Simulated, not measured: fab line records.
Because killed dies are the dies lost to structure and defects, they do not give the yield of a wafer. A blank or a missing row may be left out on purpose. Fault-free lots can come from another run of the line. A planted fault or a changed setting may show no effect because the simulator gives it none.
Matching of chambers :: flow sky130 :: 4 sister chambers for SKY_CONTACT_CMP_04 on cmp-01
The step polishes SiO2. 8 wafers are shown with their chamber, then 8 later ones without.

## WAFERS, EACH WITH ITS CHAMBER
wafer: L574.6
chamber: 1
time-to-endpoint-s (s): 90
motor-current-A (A): 11.0

wafer: L576.5
chamber: 3
time-to-endpoint-s (s): 85
motor-current-A (A): 11.3

wafer: L582.1
chamber: 0
time-to-endpoint-s (s): 74
motor-current-A (A): 10.1

wafer: L582.3
chamber: 1
time-to-endpoint-s (s): 89
motor-current-A (A): 11.6

wafer: L582.4
chamber: 2
time-to-endpoint-s (s): 79
motor-current-A (A): 10.5

wafer: L585.3
chamber: 3
time-to-endpoint-s (s): 86
motor-current-A (A): 11.4

wafer: L585.6
chamber: 2
time-to-endpoint-s (s): 81
motor-current-A (A): 11.1

wafer: L587.3
chamber: 0
time-to-endpoint-s (s): 79
motor-current-A (A): 10.3

## WAFERS WITH NO CHAMBER GIVEN
wafer: L587.4
time-to-endpoint-s (s): 87
motor-current-A (A): 11.3

wafer: L587.6
time-to-endpoint-s (s): 79
motor-current-A (A): 10.0

wafer: L588.1
time-to-endpoint-s (s): 83
motor-current-A (A): 11.0

wafer: L588.4
time-to-endpoint-s (s): 91
motor-current-A (A): 11.9

wafer: L588.5
time-to-endpoint-s (s): 90
motor-current-A (A): 11.3

wafer: L589.1
time-to-endpoint-s (s): 91
motor-current-A (A): 11.4

wafer: L589.4
time-to-endpoint-s (s): 83
motor-current-A (A): 10.9

wafer: L589.6
time-to-endpoint-s (s): 86
motor-current-A (A): 11.1

## EACH ONE'S CHAMBER
wafer: L587.4
from the rows above: can't be placed: 3 or 1
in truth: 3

wafer: L587.6
from the rows above: can't be placed: 0 or 2
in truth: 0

wafer: L588.1
from the rows above: can't be placed: 2 or 3 or 1
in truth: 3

wafer: L588.4
from the rows above: can't be placed: 1 or 3
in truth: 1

wafer: L588.5
from the rows above: 1
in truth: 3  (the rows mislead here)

wafer: L589.1
from the rows above: can't be placed: 1 or 3
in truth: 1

wafer: L589.4
from the rows above: can't be placed: 2 or 3 or 1
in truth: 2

wafer: L589.6
from the rows above: can't be placed: 3 or 1
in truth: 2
Placed correctly: 0 of 8. Unplaceable from these rows: 7, with the true chamber sitting among the candidates in 6. Wrongly placed: 1.
How it was worked out, from the rows above alone: a wafer's distance from a chamber is the root of the sum, over the readings, of the square of ((its reading less the chamber's mean) divided by the reading's scatter). The wafer belongs to the nearest chamber; if the next one is less than 2 further off, it can't be placed. The mean given for a chamber averages the wafers shown for that chamber. The scatter is the square root of a quotient: the sum, over the shown wafers, of each reading's squared deviation from its chamber's mean, divided by wafers minus chambers.
